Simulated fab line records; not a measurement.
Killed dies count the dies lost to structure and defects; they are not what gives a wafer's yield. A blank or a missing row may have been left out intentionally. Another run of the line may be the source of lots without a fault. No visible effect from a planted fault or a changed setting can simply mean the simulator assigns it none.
Split-lot trial    flow gf180mcu    5 lots, 23 wafers read, on a route of 602 steps

## THE SPLIT
At GF_M1_SPUTTER_00 (material Ti, target thk 37.5 nm, time 150 s), the setting chamber-pressure-pa was moved away from the recipe's 2 Pa on 20 of the 23 wafers read, by -12.3% to +6.3%. All remaining wafers had this setting at the recipe value.

The reading comes from the split's own step.

## THE READING
Ti_of_M1_SPUTTER_00.thk-nm (the simulator's own value, which no gauge read), in nm, at GF_M1_SPUTTER_00 (material Ti, target thk 37.5 nm, time 150 s). No usual value for it is given in the file. Here, 3 wafers ran the recipe; their average is 37.57 nm with a standard deviation of 0.47 nm.

wafer   tool, chamber at the split  chamber-pressure-pa as run, Pa  against the recipe  Ti_of_M1_SPUTTER_00.thk-nm, nm  against lot-mates on the recipe
L074.1  pvd-sputter-02, -           1.863                           -6.9%               39.07                           no lot-mate on the recipe
L074.2  pvd-sputter-02, -           1.863                           -6.9%               39.2                            no lot-mate on the recipe
L074.3  pvd-sputter-02, -           1.863                           -6.9%               39.2                            no lot-mate on the recipe
L074.4  pvd-sputter-02, -           1.863                           -6.9%               39.49                           no lot-mate on the recipe
L074.6  pvd-sputter-02, -           1.863                           -6.9%               39.19                           no lot-mate on the recipe
L075.1  pvd-sputter-02, -           1.921                           -3.9%               39.02                           no lot-mate on the recipe
L075.2  pvd-sputter-02, -           1.921                           -3.9%               38.97                           no lot-mate on the recipe
L075.3  pvd-sputter-02, -           1.921                           -3.9%               38.71                           no lot-mate on the recipe
L075.5  pvd-sputter-02, -           1.921                           -3.9%               38.47                           no lot-mate on the recipe
L075.6  pvd-sputter-02, -           1.921                           -3.9%               38.75                           no lot-mate on the recipe
L077.1  pvd-sputter-02, -           1.754                           -12.3%              40.46                           no lot-mate on the recipe
L077.2  pvd-sputter-02, -           1.754                           -12.3%              40.28                           no lot-mate on the recipe
L077.4  pvd-sputter-02, -           1.754                           -12.3%              40.73                           no lot-mate on the recipe
L077.5  pvd-sputter-02, -           1.754                           -12.3%              40.94                           no lot-mate on the recipe
L077.6  pvd-sputter-02, -           1.754                           -12.3%              40.24                           no lot-mate on the recipe
L080.1  pvd-sputter-03, -           2                               recipe              36.95                           -
L080.3  pvd-sputter-03, -           2                               recipe              37.67                           -
L080.5  pvd-sputter-03, -           2                               recipe              38.1                            -
L081.1  pvd-sputter-01, -           2.126                           +6.3%               36.04                           no lot-mate on the recipe
L081.2  pvd-sputter-01, -           2.126                           +6.3%               36.07                           no lot-mate on the recipe
L081.3  pvd-sputter-01, -           2.126                           +6.3%               36.59                           no lot-mate on the recipe
L081.4  pvd-sputter-01, -           2.126                           +6.3%               35.65                           no lot-mate on the recipe
L081.6  pvd-sputter-01, -           2.126                           +6.3%               35.84                           no lot-mate on the recipe

THE FIT
A straight line over all 23 wafers: Ti_of_M1_SPUTTER_00.thk-nm changes by -0.242 nm for each +1% of chamber-pressure-pa; r = -0.98; the points scatter about the line by 0.32 nm.
Too few moved wafers with a lot-mate on the recipe to fit a line net of each lot's own level.

## THE FILE'S OWN FIT
Ti_of_M1_SPUTTER_00.thk-nm changes by -0.242 nm for each +1% of chamber-pressure-pa, r = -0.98.
